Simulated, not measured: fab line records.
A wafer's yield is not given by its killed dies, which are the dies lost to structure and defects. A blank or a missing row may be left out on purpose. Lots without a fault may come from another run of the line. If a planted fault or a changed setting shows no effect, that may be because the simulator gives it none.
Chamber matching | flow gf180mcu | GF_V5_CVD_02 on pecvd-04: 3 sister chambers
The step deposits SiO2 from TEOS, target thk 1450 nm, time 163.28 s. 6 wafers are shown with their chamber, then 7 later ones without.

== EACH WAFER AND ITS CHAMBER ==
wafer  | chamber | heater power w (W)
L440.1 | 2       | 637
L441.2 | 0       | 620
L441.3 | 2       | 551
L441.4 | 1       | 596
L443.2 | 1       | 530
L443.3 | 0       | 665

== WAFERS WITHOUT THEIR CHAMBER ==
wafer  | heater power w (W)
L443.6 | 595
L444.1 | 746
L444.4 | 516
L444.6 | 631
L445.2 | 666
L445.5 | 515
L445.6 | 641

== WHICH CHAMBER EACH ONE RAN IN ==
wafer  | from the rows above          | in truth
L443.6 | can't be placed: 2 or 1 or 0 | 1
L444.1 | can't be placed: 0 or 2 or 1 | 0
L444.4 | can't be placed: 1 or 2 or 0 | 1
L444.6 | can't be placed: 0 or 2 or 1 | 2
L445.2 | can't be placed: 0 or 2 or 1 | 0
L445.5 | can't be placed: 1 or 2 or 0 | 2
L445.6 | can't be placed: 0 or 2 or 1 | 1
0 of 7 placed correctly. Can't be placed from these rows: 7 (the true chamber is among the candidates in 7). Placed wrongly: 0.
How it was worked out, from the rows above alone: a wafer's distance from a chamber is the root of the sum, over the readings, of the square of ((its reading less the chamber's mean) divided by the reading's scatter). If the next closest chamber is less than 2 further off than the closest, the wafer can't be placed; otherwise it belongs to the closest. For every chamber, the mean is computed from those of its wafers that are shown. The scatter: take each reading less its chamber's mean, square it, sum over the shown wafers, divide by the number of wafers less the number of chambers, and take the root.
